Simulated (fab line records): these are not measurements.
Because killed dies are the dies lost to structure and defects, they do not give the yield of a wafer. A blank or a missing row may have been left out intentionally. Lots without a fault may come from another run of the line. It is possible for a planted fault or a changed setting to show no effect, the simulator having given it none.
The tool behind it: which one? -- flow sky130 -- 30 wafers from 10 lots sampled at 4 of the route's 708 steps

== WHAT THE GAUGES READ, wafer by wafer ==
SKY_PASSIVATION_THK_MEAS_01.
lot,measured,on,PASSIVATION_CVD_00_THK (nm)
L388,day 44 07:31,film_metro-01,88.5 89.7 89.0
L390,day 44 16:19,film_metro-04,65.9 64.9 65.0
L396,day 46 10:23,film_metro-01,89.7 88.9 91.2
L395,day 46 12:17,film_metro-01,65.6 66.0 66.4
L401,day 47 13:39,film_metro-02,87.5 88.6 89.0
L404,day 48 12:05,film_metro-02,89.9 89.8 89.3
L406,day 48 18:59,film_metro-02,89.2 88.9 91.4
L407,day 48 21:53,film_metro-04,90.5 90.0 91.5
L408,day 49 01:44,film_metro-04,89.2 89.9 90.5
L409,day 49 03:46,film_metro-04,91.2 92.2 90.9

== WHICH TOOL RAN EACH LOT (tool, then ch and the chambers of the sampled wafers, then the start) ==
lot,SKY_METAL3_ETCH_17,SKY_METAL4_SPUTTER_01,SKY_PASSIVATION_CVD_00
L388,"rie_diel-01 ch 1,3, day 39 00:41","pvd_sputter-04, day 40 04:53","pecvd-04 ch 0,2, day 44 07:28"
L390,"rie_diel-04 ch 0,2,3, day 39 10:47","pvd_sputter-03, day 40 14:29","pecvd-04 ch 0,1,2, day 44 16:17"
L396,"rie_diel-03 ch 0,2,3, day 41 11:41","pvd_sputter-04, day 42 14:40","pecvd-02 ch 0,1, day 46 10:22"
L395,"rie_diel-01 ch 0,1,2, day 41 13:35","pvd_sputter-03, day 42 16:17","pecvd-04 ch 0,1, day 46 12:16"
L401,"rie_diel-04 ch 0,1,2, day 42 20:02","pvd_sputter-03, day 43 21:11","pecvd-01 ch 0,1, day 47 13:37"
L404,"rie_diel-03 ch 0,3, day 43 20:08","pvd_sputter-02, day 44 22:08","pecvd-02 ch 0,1, day 48 12:04"
L406,"rie_diel-03 ch 0,1,3, day 44 05:53","pvd_sputter-04, day 45 07:25","pecvd-01 ch 0,1, day 48 18:58"
L407,"rie_diel-04 ch 1,3, day 44 10:17","pvd_sputter-03, day 45 11:07","pecvd-04 ch 1,2, day 48 21:52"
L408,"rie_diel-01 ch 0,1, day 44 14:29","pvd_sputter-04, day 45 14:34","pecvd-04 ch 0,1, day 49 01:43"
L409,"rie_diel-01 ch 0,2,3, day 44 17:23","pvd_sputter-03, day 45 18:08","pecvd-04 ch 1,2, day 49 03:44"
- SKY_METAL3_ETCH_17: etches SiO2 in C4F8/O2/Ar, stops on TiN, time 3.9 s, target depth 15 nm.
- SKY_METAL4_SPUTTER_01: material TiN, target thk 20 nm, time 16.7 s.
- SKY_PASSIVATION_CVD_00: deposits SiO2, target thk 90 nm.

== THE ANSWER, worked out from the rows above alone ==
Rule: usual is defined by the lots themselves. Put in order of their means at a reading, lots are off if they are a third of the lots or fewer, leave a main group of 4 or more, and stand apart from it by a gap of 3 or more times the standard deviation of the main group's means; of several such gaps the widest counts. A main group whose means are all the same, to the digits that the tables above print for the reading, isn't used. A lot without any number at a reading at which 4 lots or more have one is off too. Any other lot the step has rows for is counted as sound.
Off: L390, L395, seen at SKY_PASSIVATION_THK_MEAS_01 (PASSIVATION_CVD_00_THK). Main group: mean 89.9 nm, sd 0.87.
A tool fits if, at a process step before that reading, it ran every lot that is off, and no sound lot after the first of them. Those tools and the gauges at SKY_PASSIVATION_THK_MEAS_01 are tried in the same way. Of those tried, none fits.

== WHAT WAS PUT IN BY THE SIMULATOR ==
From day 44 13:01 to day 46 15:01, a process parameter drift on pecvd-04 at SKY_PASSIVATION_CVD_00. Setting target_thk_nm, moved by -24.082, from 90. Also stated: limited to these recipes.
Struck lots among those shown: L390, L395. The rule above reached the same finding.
